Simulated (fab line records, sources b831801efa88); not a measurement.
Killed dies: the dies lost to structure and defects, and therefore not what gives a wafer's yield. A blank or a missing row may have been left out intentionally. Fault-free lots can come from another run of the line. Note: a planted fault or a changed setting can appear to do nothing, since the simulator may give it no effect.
One fault seen from 2 desks | flow gf180mcu | every desk sees just its own numbers, and what lay behind them comes last

== FOR THE TOOL OWNER'S DESK: plasma asher-04 ==
The tool's own readings at GF_M4_STRIP_17 (strips in O2/N2): means of the sampled wafers that have a number, for each lot that ran on this tool. Any lot whose mean is over 4 standard deviations away from the usual mean is out of limits and marked OUT; that distance is given in the brackets.
Columns: A = chamber pressure mTorr at GF_M4_STRIP_17, usual 1499.9 mTorr; B = drypump motor current A at GF_M4_STRIP_17, usual 5.46 A; C = heater power w at GF_M4_STRIP_17, usual 348 W; D = oes product au at GF_M4_STRIP_17, usual 0.538 a.u.; E = strip time to endpoint s at GF_M4_STRIP_17, usual 7.39 s
lot  | first seen here | A      | B    | C   | D     | E
L168 | day 23 12:26    | 1499.3 | 5.23 | 323 | 0.542 | 7.46
L177 | day 27 15:06    | 1499.2 | 5.40 | 356 | 0.538 | 7.35
Finding of this desk: none of the 2 lots has anything out of limits.

== FROM THE METROLOGY DESK ==
Means of the sampled wafers that have a number, per lot and without regard to the tool the lot ran on: this is what the gauges read. Any lot whose mean is over 4 standard deviations away from the usual mean is out of limits and marked OUT; that distance is given in the brackets.
Columns: A = M4_ALCU_RS at GF_M4_RS_MEAS_05, usual 0.0699 ohm/sq; B = M4_ALCU_THK at GF_M4_THK_MEAS_06, usual 449 nm; C = cd nm at GF_M4_CD_MEAS_14, usual 280.3 nm; D = M4_OVL at GF_M4_OVL_MEAS_15, usual 1 nm
lot  | first seen here | A      | B   | C     | D
L168 | day 22 12:58    | 0.0690 | 462 | 280.4 | 4
L174 | day 25 09:14    | 0.0699 | 449 | 281.3 | -4
L175 | day 25 10:31    | 0.0698 | 449 | 279.5 | -3
L177 | day 26 18:21    | 0.0697 | 449 | 280.9 | 0
L184 | day 28 04:03    | 0.0710 | 440 | 281.0 | 1
L185 | day 28 15:38    | 0.0696 | 452 | 280.6 | 2
Finding of this desk: none of the 6 lots has anything out of limits.

== TAKEN TOGETHER ==
The tool owner's desk saw nothing out of limits.
From the metrology desk's view, nothing was out of limits.

== WHAT THE SIMULATOR PUT IN ==
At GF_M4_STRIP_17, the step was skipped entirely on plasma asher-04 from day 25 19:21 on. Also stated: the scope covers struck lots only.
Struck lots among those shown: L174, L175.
